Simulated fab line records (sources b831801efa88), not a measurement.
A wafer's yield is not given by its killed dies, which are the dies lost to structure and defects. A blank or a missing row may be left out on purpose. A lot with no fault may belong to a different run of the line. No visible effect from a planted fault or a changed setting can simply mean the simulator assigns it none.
fab line records	flow sky130
[record] lots = 7	wafers = 21	last-day = 50
route steps=708 shown METAL5@669 PASSIVATION@681 PAD_OPEN@694
lots untouched by any fault: they come from a run of this same line in which no faults occurred
start-h: hours from the record's first day to the start of the lot's first wafer shown	wait-h: how many hours have passed since the lot's step before this one	" the same as in the row above	L1.1+2: a single row standing in for several wafers	- no value, or no start given	* or withheld: withheld	< > ~ a bound
route shown NAME@n: names a module that has steps shown in the file, with the first one's number in the route	usual: mean/standard deviation taken from wafers without a fault	same: alike in all rows	chamber/n: place in a boat	sites: each site's reading	_std_site: standard deviation of those values	_edge_site: the outer-site mean with the inner-site mean subtracted	radius-mm: for every site, how far away it sits from the centre of the wafer	mask NAME#n: copy n	behind: the most recent tool/chamber to have shaped the wafer	hold: cause of the lot's hold/its duration in hours/its outcome	device: transistor that didn't switch, given as n, p or np	end of line: the tests these same wafers got at the end of their route	for a step that has no rows: nothing shown but its recipe	killed: dies lost to structure and defects at the first sort, not the wafer's yield	map: the dies of a wafer, with x for killed, . for not killed, _ for no die there
set.NAME: the setting the step ran with; set.NAME@STEP: the setting that earlier step ran with	model.NAME: the simulator's own value behind a step, which no gauge read
certain route steps with their lots: each step a table, each wafer a row
services: a tool's chamber out of use, with start hour (start-h, from the record's first day; less than 0 if before it), hours out, and reason
[[steps]]
[step SKY_METAL5_HMDS_08]
[recipe] prime-time-s = 60	prime-temp-c = 120
[step SKY_METAL5_COAT_09]
[recipe] resist = NOVOLAK	spin-rpm = 3000	resist-thk-nm = 1800
[step SKY_METAL5_SOFTBAKE_10]
[recipe] temp-c = 90	time-s = 60	resist = NOVOLAK
[step SKY_METAL5_EXPOSE_11]
[recipe] mask-id = MM5	na = 0.6	source-shape = conventional	sigma-outer = 0.6	polarization = unpolarized	target-cd-nm = 1600	dose-mj = 190
[step SKY_METAL5_PEB_12]
[recipe] temp-c = withheld	time-s = *	resist = NOVOLAK
[step SKY_METAL5_DEVELOP_13]
[recipe] resist = NOVOLAK	developer = TMAH	develop-time-s = 60	dev-temp-c = 23
[step SKY_METAL5_DESCUM_14]
[recipe] chemistry = O2	source-power-w = 150	bias-power-w = 0	pressure-mtorr = 10	temp-c = 40	time-s = 11
[usual] drypump-motor-current-A = 5.8/0.49	oes-product-au = 1.003/0.012	temp-c = 39.98/0.11
lot.wafer	tool	chamber	start-h	wait-h	drypump-motor-current-A	oes-product-au	rf-hours-counter-h	temp-c
L755.1	rie-metal-01	0	1040.93	0.1	5.6	1.009	15	39.87
L755.4	"	0	"	"	5.6	1.005	-	40.00
L755.5	"	0	"	"	5.6	1.015	-	39.93
L759.2	rie-metal-04	1	1070.24	0.1	6.1	0.997	10	39.96
L759.3	"	1	"	"	6.1	0.998	-	39.85
L759.5	"	1	"	"	6.1	1.000	-	40.09
L768.4	rie-metal-01	1	1110.13	0.1	6.6	1.019	-	40.01
L768.5	"	0	"	"	5.6	0.997	-	39.94
L768.6	"	1	"	"	6.6	1.020	-	39.93
L769.1	rie-metal-04	0	1115.42	0.1	5.0	0.999	8	39.91
L769.2	"	1	"	"	6.1	0.996	15	39.93
L769.6	"	1	"	"	6.1	1.007	-	39.98
L770.1	rie-metal-01	0	1122.39	0.1	5.6	1.002	22	39.96
L770.4	"	1	"	"	6.5	1.010	-	39.90
L770.6	"	0	"	"	5.6	1.001	-	40.09
L771.2	rie-metal-02	1	1125.24	0.1	5.6	1.029	11	39.80
L771.4	"	0	"	"	5.9	1.000	-	40.00
L771.5	"	0	"	"	5.9	0.980	-	40.09
L775.2	rie-metal-04	1	1153.48	0.1	6.1	1.000	18	39.87
L775.4	"	0	"	"	5.0	0.995	-	39.95
L775.5	"	1	"	"	6.1	1.007	-	39.88
[step SKY_METAL5_METAL_ETCH_15]
[recipe] target-depth-a = 12600	stop-on = SiO2	over-etch-frac = 0.2	time-s = 252	chemistry = Cl2/BCl3	resist-sidewall-deg = 86	pressure-mtorr = 10	icp-w = 900	bias-w = 48.5	Cl2_flow_sccm = 60	bcl3-flow-sccm = 30
[usual] bcl3-flow-sccm = 30.00/0.09	drypump-motor-current-A = 5.8/0.49	oes-product-au = 0.894/0.0055	throttle-valve-pct = 22.264/0.0083
lot.wafer	tool	chamber	start-h	wait-h	bcl3-flow-sccm	drypump-motor-current-A	oes-product-au	rf-hours-counter-h	throttle-valve-pct
L755.1	rie-metal-01	0	1040.97	0.0	30.17	5.6	0.897	15	22.262
L755.4	"	0	"	"	30.14	5.6	0.887	-	22.265
L755.5	"	0	"	"	30.22	5.6	0.892	-	22.256
L759.2	rie-metal-04	1	1070.27	0.0	29.94	6.2	0.893	10	22.257
L759.3	"	1	"	"	29.92	6.1	0.904	-	22.275
L759.5	"	1	"	"	30.02	6.1	0.896	-	22.252
L768.4	rie-metal-01	1	1110.23	0.1	29.99	6.5	0.902	-	22.262
L768.5	"	0	"	"	30.10	5.6	0.903	-	22.260
L768.6	"	1	"	"	30.08	6.6	0.898	-	22.270
L769.1	rie-metal-04	0	1115.45	0.0	29.93	5.0	0.891	9	22.264
L769.2	"	1	"	"	30.04	6.2	0.900	15	22.272
L769.6	"	1	"	"	29.96	6.1	0.898	-	22.264
L770.1	rie-metal-01	0	1122.42	0.0	29.98	5.6	0.898	22	22.260
L770.4	"	1	"	"	30.03	6.6	0.894	-	22.267
L770.6	"	0	"	"	29.95	5.6	0.897	-	22.254
L771.2	rie-metal-02	1	1125.27	0.0	30.09	5.5	0.895	11	22.261
L771.4	"	0	"	"	29.98	5.9	0.897	-	22.257
L771.5	"	0	"	"	30.02	5.9	0.891	-	22.260
L775.2	rie-metal-04	1	1153.52	0.0	29.94	6.1	0.893	18	22.263
L775.4	"	0	"	"	29.90	5.0	0.893	-	22.256
L775.5	"	1	"	"	30.07	6.1	0.902	-	22.264
[step SKY_METAL5_STRIP_16]
[recipe] chemistry = O2/N2	power-w = 1400	pressure-mtorr = 1500	platen-temp-c = withheld	o2-flow-sccm = 3000	n2-flow-sccm = 300	overash-fraction = 0.5
[step SKY_METAL5_STRIP_17]
[recipe] chemistry = post-etch-residue-remover	time-s = 1200	temp-c = 72.5
[step SKY_METAL5_CLEAN_18]
[recipe] chemistry = IPA	time-s = 180	temp-c = 25
[step SKY_METAL5_CLEAN_19]
[recipe] chemistry = O3/DIW	dry = n2-spin
[step SKY_PASSIVATION_CVD_00]
[recipe] material = SiO2	target-thk-nm = 90	temp-c = 400	time-s = withheld	rf-w = 600
[usual] heater-power-w = 691/100
lot.wafer	tool	chamber	start-h	wait-h	heater-power-w	model.SiO2_of_PASSIVATION_CVD_00.thk-nm
L755.1	pecvd-03	0	1041.80	0.0	683	90.98
L755.4	"	0	"	"	688	93.65
L755.5	"	2	"	"	594	92.47
L759.2	pecvd-02	2	1071.10	0.0	691	90.73
L759.3	"	0	"	"	671	89.4
L759.5	"	0	"	"	689	90.25
L768.4	pecvd-03	2	1110.99	0.0	588	89.16
L768.5	"	1	"	"	826	136.9
L768.6	"	0	"	"	633	137.3
L769.1	pecvd-03	1	1116.28	0.0	868	90.27
L769.2	"	0	"	"	619	137.5
L769.6	"	1	"	"	828	138.7
L770.1	pecvd-02	1	1123.25	0.0	730	90.37
L770.4	"	1	"	"	566	91.19
L770.6	"	2	"	"	755	92.01
L771.2	pecvd-03	2	1126.10	0.0	467	138.8
L771.4	"	2	"	"	485	91.89
L771.5	"	1	"	"	815	138.3
L775.2	pecvd-01	2	1154.69	0.0	681	88.74
L775.4	"	1	"	"	527	89.81
L775.5	"	2	"	"	674	89.63
[step SKY_PASSIVATION_THK_MEAS_01]
[recipe] reads = SiO2_of_PASSIVATION_CVD_00
[usual] PASSIVATION_CVD_00_THK = 90.3/1.3
lot.wafer	tool	chamber	start-h	wait-h	PASSIVATION_CVD_00_THK[nm]
L755.1	film-metro-02	-	1041.82	-	91.0
L755.4	"	-	"	"	93.7
L755.5	"	-	"	"	92.5
L759.2	film-metro-02	-	1071.13	-	90.8
L759.3	"	-	"	"	89.3
L759.5	"	-	"	"	90.3
L768.4	film-metro-02	-	1111.03	-	89.1
L768.5	"	-	"	"	136.8
L768.6	"	-	"	"	137.4
L769.1	film-metro-04	-	1116.30	-	90.3
L769.2	"	-	"	"	137.6
L769.6	"	-	"	"	138.7
L770.1	film-metro-02	-	1123.27	-	90.4
L770.4	"	-	"	"	91.2
L770.6	"	-	"	"	92.0
L771.2	film-metro-04	-	1126.13	-	138.8
L771.4	"	-	"	"	91.9
L771.5	"	-	"	"	138.3
L775.2	film-metro-03	-	1154.72	-	88.7
L775.4	"	-	"	"	89.8
L775.5	"	-	"	"	89.6
[step SKY_PASSIVATION_CVD_02]
[recipe] material = Si3N4	target-thk-nm = 540	temp-c = 400	time-s = withheld	rf-w = 450
[usual] heater-power-w = 738/88
lot.wafer	tool	chamber	start-h	wait-h	heater-power-w
L755.1	pecvd-02	0	1041.88	0.1	846
L755.4	"	0	"	"	853
L755.5	"	2	"	"	795
L759.2	pecvd-03	2	1071.18	0.0	635
L759.3	"	0	"	"	725
L759.5	"	2	"	"	650
L768.4	pecvd-02	0	1111.18	0.1	881
L768.5	"	1	"	"	758
L768.6	"	2	"	"	846
L769.1	pecvd-02	0	1116.36	0.1	882
L769.2	"	2	"	"	876
L769.6	"	1	"	"	634
L770.1	pecvd-03	2	1123.33	0.1	624
L770.4	"	2	"	"	671
L770.6	"	0	"	"	696
L771.2	pecvd-01	1	1126.18	0.0	587
L771.4	"	2	"	"	764
L771.5	"	1	"	"	662
L775.2	pecvd-02	0	1154.77	0.0	891
L775.4	"	2	"	"	839
L775.5	"	1	"	"	781
[step SKY_PASSIVATION_THK_MEAS_03]
[recipe] reads = Si3N4_of_PASSIVATION_CVD_02
[usual] PASSIVATION_CVD_02_THK = 539/8.5
lot.wafer	tool	chamber	start-h	wait-h	PASSIVATION_CVD_02_THK[nm]
L755.1	film-metro-04	-	1042.11	-	522
L755.4	"	-	"	"	530
L755.5	"	-	"	"	544
L759.2	film-metro-04	-	1071.42	-	526
L759.3	"	-	"	"	545
L759.5	"	-	"	"	540
L768.4	film-metro-03	-	1111.32	-	535
L768.5	"	-	"	"	552
L768.6	"	-	"	"	543
L769.1	film-metro-03	-	1116.59	-	528
L769.2	"	-	"	"	545
L769.6	"	-	"	"	560
L770.1	film-metro-03	-	1123.56	-	523
L770.4	"	-	"	"	536
L770.6	"	-	"	"	550
L771.2	film-metro-03	-	1126.53	-	534
L771.4	"	-	"	"	548
L771.5	"	-	"	"	540
L775.2	film-metro-02	-	1155.00	-	521
L775.4	"	-	"	"	540
L775.5	"	-	"	"	537
[step SKY_PASSIVATION_DEHYDRATE_04]
[recipe] temp-c = 200	time-s = 60
[step SKY_PASSIVATION_HMDS_05]
[recipe] prime-time-s = 60	prime-temp-c = 120
[step SKY_PASSIVATION_COAT_06]
[recipe] spin-rpm = 2000	resist-thk-nm = 3000
[step SKY_PASSIVATION_SOFTBAKE_07]
[recipe] temp-c = 110	time-s = withheld
[step SKY_PASSIVATION_EXPOSE_08]
[recipe] mask-id = NSM	target-cd-nm = 3000	na = 0.57	dose-mj = 260
[step SKY_PASSIVATION_PEB_09]
[recipe] temp-c = 115	time-s = withheld
[step SKY_PASSIVATION_DEVELOP_10]
[recipe] develop-time-s = 60	dev-temp-c = 23
[step SKY_PASSIVATION_ETCH_11]
[recipe] chemistry = CF4/O2	target-depth-nm = 725	stop-on = AlCu	source-w = 800	bias-w = 150	pressure-mtorr = 150	cf4-flow-sccm = 80	O2_flow_sccm = 10	time-s = 161.1
[usual] O2_flow_sccm = 10.00/0.031	drypump-motor-current-A = 5.8/0.34	oes-product-au = 0.977/0.0073	throttle-valve-pct = 5.964/0.0097
lot.wafer	tool	chamber	start-h	wait-h	O2_flow_sccm	drypump-motor-current-A	oes-product-au	rf-hours-counter-h	throttle-valve-pct	model.PASSIVATION.feature-depth-nm	model.etch.depth-nm
L755.1	rie-diel-02	1	1063.66	-	10.02	5.4	0.960	12	5.973	686.3	686.3
L755.4	"	0	"	"	10.01	6.2	0.977	26	5.941	697.6	697.6
L755.5	"	3	"	"	10.00	6.1	0.981	-	5.960	710.8	710.8
L759.2	rie-diel-02	3	1092.51	-	9.96	6.1	0.971	20	5.964	690.6	690.6
L759.3	"	2	"	"	10.02	5.8	0.979	19	5.966	708.2	708.2
L759.5	"	3	"	"	9.99	6.1	0.977	-	5.962	703.7	703.7
L768.4	rie-diel-01	2	1130.27	-	10.04	5.3	0.971	24	5.976	697.9	697.9
L768.5	"	3	"	"	9.99	6.0	1.014	-	5.965	742.5	742.5
L768.6	"	2	"	"	10.00	5.3	0.990	-	5.966	721.4	721.4
L769.1	rie-diel-04	2	1136.22	-	10.01	5.6	0.962	19	5.946	692.2	692.2
L769.2	"	1	"	"	10.05	5.6	0.995	9	5.979	720.1	720.1
L769.6	"	3	"	"	9.99	5.3	0.967	-	5.980	699	699
L770.1	rie-diel-01	2	1142.94	-	10.04	5.3	0.972	24	5.962	688.5	688.5
L770.4	"	0	"	"	9.97	6.2	0.979	28	5.968	702.2	702.2
L770.6	"	1	"	"	9.94	6.1	0.982	-	5.963	717.1	717.1
L771.2	rie-diel-02	1	1145.09	-	10.04	5.4	0.998	13	5.982	716.1	716.1
L771.4	"	3	"	"	9.97	6.1	0.971	22	5.960	711.1	711.1
L771.5	"	0	"	"	9.97	6.2	1.004	-	5.954	725.1	725.1
L775.2	rie-diel-04	2	1171.86	-	10.01	5.6	0.963	21	5.952	684.8	684.8
L775.4	"	0	"	"	10.00	5.5	0.981	11	5.961	704.7	704.7
L775.5	"	0	"	"	10.00	5.5	0.973	-	5.983	700.3	700.3
[step SKY_PASSIVATION_STRIP_12]
[recipe] chemistry = O2/N2	power-w = 1400	pressure-mtorr = 1500	platen-temp-c = withheld	overash-fraction = 0.7	o2-flow-sccm = 3000	n2-flow-sccm = 300
[usual] drypump-motor-current-A = 5.60/0.28	oes-product-au = 0.661/0.0043	strip-time-to-endpoint-s = 31.59/0.14
lot.wafer	tool	chamber	start-h	wait-h	drypump-motor-current-A	oes-product-au	rf-hours-counter-h	strip-time-to-endpoint-s
L755.1	plasma-asher-01	0	1063.77	0.1	5.58	0.659	88	31.88
L755.4	"	1	"	"	5.72	0.656	-	31.75
L755.5	"	1	"	"	5.70	0.657	-	31.92
L759.2	plasma-asher-04	1	1092.62	0.1	5.91	0.658	34	31.70
L759.3	"	0	"	"	5.41	0.661	-	31.50
L759.5	"	1	"	"	5.92	0.655	-	31.61
L768.4	plasma-asher-04	1	1130.41	0.1	5.92	0.660	-	31.61
L768.5	"	1	"	"	5.93	0.657	-	31.56
L768.6	"	0	"	"	5.42	0.659	-	31.66
L769.1	plasma-asher-04	1	1136.33	0.1	5.91	0.659	39	31.57
L769.2	"	0	"	"	5.39	0.653	39	31.80
L769.6	"	1	"	"	5.92	0.667	-	31.82
L770.1	plasma-asher-04	1	1143.05	0.1	5.93	0.660	39	31.32
L770.4	"	1	"	"	5.90	0.660	-	31.27
L770.6	"	1	"	"	5.91	0.658	-	31.41
L771.2	plasma-asher-04	1	1145.20	0.1	5.90	0.662	40	31.70
L771.4	"	1	"	"	5.91	0.671	-	31.71
L771.5	"	1	"	"	5.90	0.658	-	31.53
L775.2	plasma-asher-04	1	1171.97	0.1	5.93	0.665	42	31.44
L775.4	"	1	"	"	5.93	0.657	-	31.41
L775.5	"	0	"	"	5.38	0.668	-	31.53
[step SKY_PAD_OPEN_DEHYDRATE_00]
[recipe] temp-c = 200	time-s = 60
[step SKY_PAD_OPEN_HMDS_01]
[recipe] prime-time-s = 60	prime-temp-c = 120
[step SKY_PAD_OPEN_COAT_02]
[recipe] spin-rpm = 2000	resist-thk-nm = 3000
[step SKY_PAD_OPEN_SOFTBAKE_03]
[recipe] temp-c = 110	time-s = withheld
[step SKY_PAD_OPEN_EXPOSE_04]
[recipe] mask-id = PDM	target-cd-nm = 60000	na = 0.57	dose-mj = 260
[step SKY_PAD_OPEN_PEB_05]
[recipe] temp-c = 115	time-s = withheld
[step SKY_PAD_OPEN_DEVELOP_06]
[recipe] develop-time-s = 60	dev-temp-c = 23
[step SKY_PAD_OPEN_ETCH_07]
[recipe] chemistry = CF4/O2	target-depth-nm = 725	stop-on = AlCu	source-w = 800	bias-w = 150	pressure-mtorr = 150	cf4-flow-sccm = 80	O2_flow_sccm = 10	time-s = 161.1
[usual] O2_flow_sccm = 10.005/0.029	drypump-motor-current-A = 6.0/0.39	oes-product-au = 0.976/0.008	throttle-valve-pct = 5.963/0.0096
lot.wafer	tool	chamber	start-h	wait-h	O2_flow_sccm	drypump-motor-current-A	oes-product-au	rf-hours-counter-h	throttle-valve-pct	model.PAD_OPEN.feature-depth-nm	model.etch.depth-nm
L755.1	rie-diel-03	0	1085.02	-	9.974	6.6	0.961	18	5.949	686.3	686.3
L755.4	"	3	"	"	10.016	6.1	0.958	28	5.951	697.6	697.6
L755.5	"	2	"	"	10.048	5.5	0.968	-	5.953	696.6	696.6
L759.2	rie-diel-01	0	1113.01	-	10.014	6.2	0.972	27	5.945	690.6	690.6
L759.3	"	1	"	"	10.009	6.1	0.984	4	5.962	708.2	708.2
L759.5	"	2	"	"	9.993	5.3	0.975	-	5.959	703.7	703.7
L768.4	rie-diel-01	0	1148.91	-	9.977	6.2	0.975	29	5.973	697.9	697.9
L768.5	"	0	"	"	9.974	6.2	0.992	-	5.979	719.2	719.2
L768.6	"	3	"	"	9.962	6.0	1.013	-	5.973	747.6	747.6
L769.1	rie-diel-01	3	1154.63	-	10.012	6.0	0.967	23	5.971	692.2	692.2
L769.2	"	1	"	"	10.044	6.1	0.983	6	5.957	705.4	705.4
L769.6	"	3	"	"	9.976	6.0	0.978	-	5.961	699	699
L770.1	rie-diel-01	2	1160.46	-	9.975	5.3	0.961	25	5.969	688.5	688.5
L770.4	"	3	"	"	9.944	6.0	0.983	23	5.962	702.2	702.2
L770.6	"	3	"	"	9.975	6.0	0.994	-	5.961	717.1	717.1
L771.2	rie-diel-02	2	1162.63	-	10.013	5.8	0.998	22	5.978	739	739
L771.4	"	3	"	"	10.037	6.1	0.980	23	5.970	715.3	715.3
L771.5	"	3	"	"	10.017	6.1	0.991	-	5.969	722.5	722.5
L775.2	rie-diel-02	2	1188.06	-	9.943	5.8	0.960	23	5.958	684.8	684.8
L775.4	"	1	"	"	10.016	5.4	0.974	15	5.955	704.7	704.7
L775.5	"	2	"	"	9.965	5.8	0.973	-	5.974	700.3	700.3
[step SKY_PAD_OPEN_STRIP_08]
[recipe] chemistry = O2/N2	power-w = 1400	pressure-mtorr = 1500	platen-temp-c = withheld	overash-fraction = 0.7	o2-flow-sccm = 3000	n2-flow-sccm = 300
[usual] drypump-motor-current-A = 5.6/0.34	oes-product-au = 0.663/0.0049	strip-time-to-endpoint-s = 37.09/0.12
lot.wafer	tool	chamber	start-h	wait-h	drypump-motor-current-A	oes-product-au	rf-hours-counter-h	strip-time-to-endpoint-s
L755.1	plasma-asher-02	1	1085.13	0.1	6.0	0.673	65	36.95
L755.4	"	1	"	"	6.0	0.666	-	37.10
L755.5	"	0	"	"	5.4	0.671	-	36.96
L759.2	plasma-asher-04	1	1113.12	0.1	5.9	0.666	36	37.21
L759.3	"	1	"	"	5.9	0.664	-	37.06
L759.5	"	1	"	"	5.9	0.660	-	37.11
L768.4	plasma-asher-03	0	1149.05	0.1	5.1	0.663	-	37.28
L768.5	"	1	"	"	5.9	0.659	-	37.24
L768.6	"	0	"	"	5.1	0.663	-	37.11
L769.1	plasma-asher-02	0	1154.74	0.1	5.4	0.667	72	37.29
L769.2	"	1	"	"	6.0	0.666	72	37.18
L769.6	"	1	"	"	6.0	0.656	-	37.19
L770.1	plasma-asher-03	1	1160.57	0.1	5.8	0.661	9	37.00
L770.4	"	0	"	"	5.1	0.659	-	37.09
L770.6	"	1	"	"	5.9	0.665	-	37.15
L771.2	plasma-asher-02	1	1162.74	0.1	6.0	0.659	73	37.11
L771.4	"	0	"	"	5.4	0.664	-	37.11
L771.5	"	0	"	"	5.4	0.654	-	37.06
L775.2	plasma-asher-03	0	1188.17	0.1	5.1	0.661	12	36.95
L775.4	"	0	"	"	5.1	0.663	-	36.95
L775.5	"	1	"	"	5.9	0.659	-	37.00
[step SKY_PAD_OPEN_PROBE_99]
[usual] defect-limited-yield = 82.5/1.7	killed_at_M0_to_M3 = 43/6.1	killed_at_M4_up = 3.5/2	killed-at-contacts = 25/5.1	killed-at-front-end = 14/4.2	killed-at-other = 0.3/0.55	killed-dies = 86/8.3	killed-open = 46/7.2	killed-short = 39/6	sort_bin_3_pad_short = 0.9/0.42	sort_bin_5_function = 10.3/1.4	sort_bin_6_memory = 6.3/1.1	sort-n-pass = 406/8.3	sort-yield-pct = 82.5/1.7
[same] gross-dies = 492	killed-at-back-side = 0	sort_bin_4_leakage[%] = 0	sort_bin_8_speed[%] = 0
lot.wafer	tool	chamber	start-h	wait-h	defect-limited-yield[%]	killed_at_M0_to_M3	killed_at_M4_up	killed-at-contacts	killed-at-front-end	killed-at-other	killed-dies	killed-open	killed-short	sort_bin_3_pad_short[%]	sort_bin_5_function[%]	sort_bin_6_memory[%]	sort-n-pass	sort-yield-pct[%]
L768.4	prober-02	-	1151.38	0.2	84.3	41	4	23	8	1	77	46	31	0.6	9.1	5.9	415	84.3
L768.5	prober-02	-	1151.43	0.2	86.4	42	1	20	4	0	67	38	29	0.8	8.3	4.5	425	86.4
L768.6	prober-02	-	1151.48	0.2	84.8	33	3	29	10	0	75	39	36	0.6	9.1	5.5	417	84.8
// killed by level:class
L768.4 CONTACT:geometric-particle:open=9 VIA1:geometric-particle:open=9 METAL2:geometric-particle:short=7 VIA2:geometric-particle:open=6 LI_CONTACT:geometric-particle:open=5 LOCAL_INTERCONNECT:geometric-particle:short=5 VIA3:geometric-particle:open=5 FIELD_ISO:geometric-particle:open=3
L768.5 CONTACT:geometric-particle:open=13 VIA2:geometric-particle:open=10 METAL1:geometric-particle:short=6 VIA1:geometric-particle:open=5 METAL2:geometric-particle:short=5 CONTACT:geometric-particle:short=4 VIA1:geometric-particle:short=3 METAL2:geometric-particle:open=3
L768.6 CONTACT:geometric-particle:open=10 VIA2:geometric-particle:open=8 CONTACT:geometric-particle:short=7 LI_CONTACT:geometric-particle:open=6 VIA1:geometric-particle:open=6 METAL2:geometric-particle:short=5 LOCAL_INTERCONNECT:geometric-particle:short=4 METAL1:geometric-particle:short=3
[[services]]
tool	chamber	start-h	hours	kind
pecvd-02	0	1035.25	2.1	scheduled-down
rie-diel-01	3	1039.24	3.6	repair
pecvd-03	-	1050.69	2.8	pm
rie-metal-02	-	1055.06	27.1	repair
plasma-asher-03	-	1055.25	9.0	pm
pecvd-02	2	1057.76	5.5	scheduled-down
plasma-asher-01	-	1064.74	21.8	pm
rie-diel-01	0	1074.01	4.4	repair
pecvd-02	1	1075.73	16.5	scheduled-down
rie-diel-02	1	1076.15	61.7	repair
rie-metal-04	0	1083.74	28.2	repair
rie-metal-04	-	1105.14	0.3	repair
plasma-asher-03	-	1109.46	0.5	repair
pecvd-01	-	1113.06	6.0	pm
plasma-asher-03	-	1115.73	8.5	repair
rie-diel-02	-	1123.57	1.2	repair
rie-diel-02	-	1128.25	15.6	pm
plasma-asher-01	-	1145.85	1.2	repair
rie-diel-03	-	1146.66	2.8	pm
rie-diel-01	2	1166.10	7.5	repair
rie-diel-01	1	1175.53	4.0	repair
plasma-asher-04	-	1178.24	2.8	pm
plasma-asher-02	-	1179.93	1.7	repair
rie-diel-03	3	1184.68	8.1	repair
[[key]]
[first-sign] step = SKY_PASSIVATION_THK_MEAS_01	reading = PASSIVATION_CVD_00_THK	direction = up	sigmas = 36	usual = 90.3	struck = 137.9
effect none on later readings
[model-effect] step = SKY_PASSIVATION_CVD_00	value = SiO2_of_PASSIVATION_CVD_00.thk-nm	without = 90.11	struck = 137.9
[model-effect] step = SKY_PASSIVATION_ETCH_11	value = PASSIVATION.feature-depth-nm	without = 707.7	struck = 720.7
[model-effect] step = SKY_PAD_OPEN_ETCH_07	value = PAD_OPEN.feature-depth-nm	without = 709.9	struck = 722.1
met-at SKY_PASSIVATION_CVD_00
struck-wafers L768.5,L768.6,L769.2,L769.6,L771.2,L771.5
onset-between 1041.80 1110.99
[fault] kind = process-parameter-drift	tool = pecvd-03	chamber = -	onset-h = 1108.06	steps = SKY_PASSIVATION_CVD_00	channel = target-thk-nm	offset = 47.668	shape = step	end-h = 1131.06	scope = struck-wafers-only	acts-in = these-recipes-only	stated = 90
